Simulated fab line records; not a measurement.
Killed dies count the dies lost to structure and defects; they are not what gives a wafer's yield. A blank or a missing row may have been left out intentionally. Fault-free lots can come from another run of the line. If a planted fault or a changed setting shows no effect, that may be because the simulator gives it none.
Matching of chambers | flow gf180mcu | GF_V2_CMP_26 on cmp-01: 4 sister chambers
The step polishes, stops on SiO2, t overpolish 15 s, target thk 0 nm. 8 wafers are shown with their chamber, then 7 later ones without.

== WAFERS, EACH WITH ITS CHAMBER ==
wafer  | chamber | motor current A (A) | time to endpoint s (s)
L077.6 | 1       | 13.3                | 83
L079.3 | 0       | 12.2                | 85
L079.5 | 2       | 10.2                | 80
L080.1 | 1       | 12.3                | 87
L080.2 | 3       | 11.0                | 90
L080.3 | 0       | 13.2                | 86
L092.1 | 2       | 10.7                | 82
L092.2 | 3       | 10.2                | 91

== WAFERS WITHOUT THEIR CHAMBER ==
wafer  | motor current A (A) | time to endpoint s (s)
L092.5 | 9.9                 | 87
L096.2 | 10.1                | 80
L096.3 | 10.2                | 78
L096.4 | 12.5                | 83
L097.1 | 10.1                | 79
L097.2 | 10.1                | 86
L097.6 | 10.5                | 87

== WHICH CHAMBER EACH ONE RAN IN ==
wafer  | from the rows above               | in truth
L092.5 | can't be placed: 3 or 2           | 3
L096.2 | 2                                 | 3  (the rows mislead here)
L096.3 | 2                                 | 2
L096.4 | can't be placed: 1 or 0           | 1
L097.1 | 2                                 | 2
L097.2 | can't be placed: 3 or 2 or 0 or 1 | 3
L097.6 | can't be placed: 3 or 2 or 0 or 1 | 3
Placed correctly: 2 of 7. These rows do not allow placing 4 (true chamber among the candidates in 4). Wrongly placed: 1.
How it was worked out, from the rows above alone: a wafer's distance from a chamber is the root of the sum, over the readings, of the square of ((its reading less the chamber's mean) divided by the reading's scatter). If the next closest chamber is less than 2 further off than the closest, the wafer can't be placed; otherwise it belongs to the closest. Each chamber's mean is taken over the wafers shown for it. The scatter is the square root of a quotient: the sum, over the shown wafers, of each reading's squared deviation from its chamber's mean, divided by wafers minus chambers.
